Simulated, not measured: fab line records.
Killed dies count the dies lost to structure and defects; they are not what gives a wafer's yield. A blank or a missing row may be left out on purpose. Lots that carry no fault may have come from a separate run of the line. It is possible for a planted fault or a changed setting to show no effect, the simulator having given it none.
Comparing a struck lot with a sound one | flow gf180mcu | 15 out of 602 route steps
Sound: wafers L485.1, L485.2, L485.5. Struck: wafers L495.2, L495.4, L495.6. The cause is named last.
Per side, at each step with rows, come the tool, then ch with its chambers, and then its first start. Under that, the readings that differ: sound wafers | struck wafers | difference of the means | sigmas: that difference in standard deviations of wafers without a fault.
alike: a reading whose means differ by less than 2 such deviations, as well as words and numbers matching on both sides. not compared: withheld readings; readings where some wafer has no value; bounds like >300 that might hide an equal value; numbers whose values overlap and for which the record gives no deviation.
The two part at a step that has a row with sigmas, a row that says differs or no value, or rows on one side only. Non-overlapping numbers with no deviation appear without sigmas and do not part them. A reading that every wafer of one side lacks parts them only if that side has two wafers or more.

first, 7 steps without rows for these wafers: GF_V3_HMDS_07 (prime time 60 s); GF_V3_COAT_08; GF_V3_COAT_09 (resist thk 1000 nm); GF_V3_SOFTBAKE_10 (time 60 s); GF_V3_EXPOSE_11 (exposes mask Via3, target cd 260 nm); GF_V3_PEB_12 (peb time 90 s); GF_V3_DEVELOP_13 (develop time 60 s).
GF_V3_CD_MEAS_14 targets a cd of 260 nm.
  struck on cdSem-01, day 29 03:38; sound on cdSem-01, day 26 03:52
  alike: cdNm
GF_V3_OVL_MEAS_15:
  struck on overlay-01, day 29 03:44; sound on overlay-01, day 26 03:59
  alike: V3_OVL
GF_V3_ETCH_16: etches BARC in N2/H2.
  sound on rieDiel-04 ch 1,3, day 26 04:01; struck on rieDiel-04 ch 0,2,3, day 29 03:46
  alike: drypumpMotorCurrentA, oesProductAu, throttleValvePct
GF_V3_ETCH_17: etches SiO2 in C4F8/O2/Ar, stops on TiN, target depth 635 nm.
  sound on rieDiel-04 ch 1,3; struck on rieDiel-04 ch 0,2,3
  alike: oesProductAu
GF_V3_STRIP_18: strips in O2/N2.
  sound on plasmaAsher-01 ch 0,1, day 26 04:09; struck on plasmaAsher-02 ch 0,1, day 29 03:54
  alike: chamberPressureMTorr, drypumpMotorCurrentA, heaterPowerW, oesProductAu
  not compared: rfHoursCounterH
GF_V3_STRIP_19: strips in post etch residue remover, time 1200 s.
  sound on wetBench-03 ch 3, day 26 04:15; struck on wetBench-04 ch 3, day 29 04:00
  no value came back on the struck wafers for bathGuardTempC (C), bathHeatDutyPct (%); on the sound wafers bathGuardTempC (C) reads 71.8 72.0 72.3
then, 1 step without rows for these wafers: GF_V3_CLEAN_20 (cleans in DIW).
-- the record jumps here: 5 days lie between the struck wafers' starts before and after (it left off in module V3 and takes up again in module PASSIVATION, whose first step shown is number 602 of the route) --
GF_PASSIVATION_PROBE_99:
  struck on prober-01, day 34 12:13; sound on prober-01, day 32 04:02
reading                     | sound             | struck            | difference | sigmas
model.etest.via3Chain.rcOhm | 6.167 6.234 6.497 | 8.012 7.517 7.772 | +1.468     | 

WHERE THEY PART
Only at GF_V3_STRIP_19, within this record.

WHY: what the simulator had put in
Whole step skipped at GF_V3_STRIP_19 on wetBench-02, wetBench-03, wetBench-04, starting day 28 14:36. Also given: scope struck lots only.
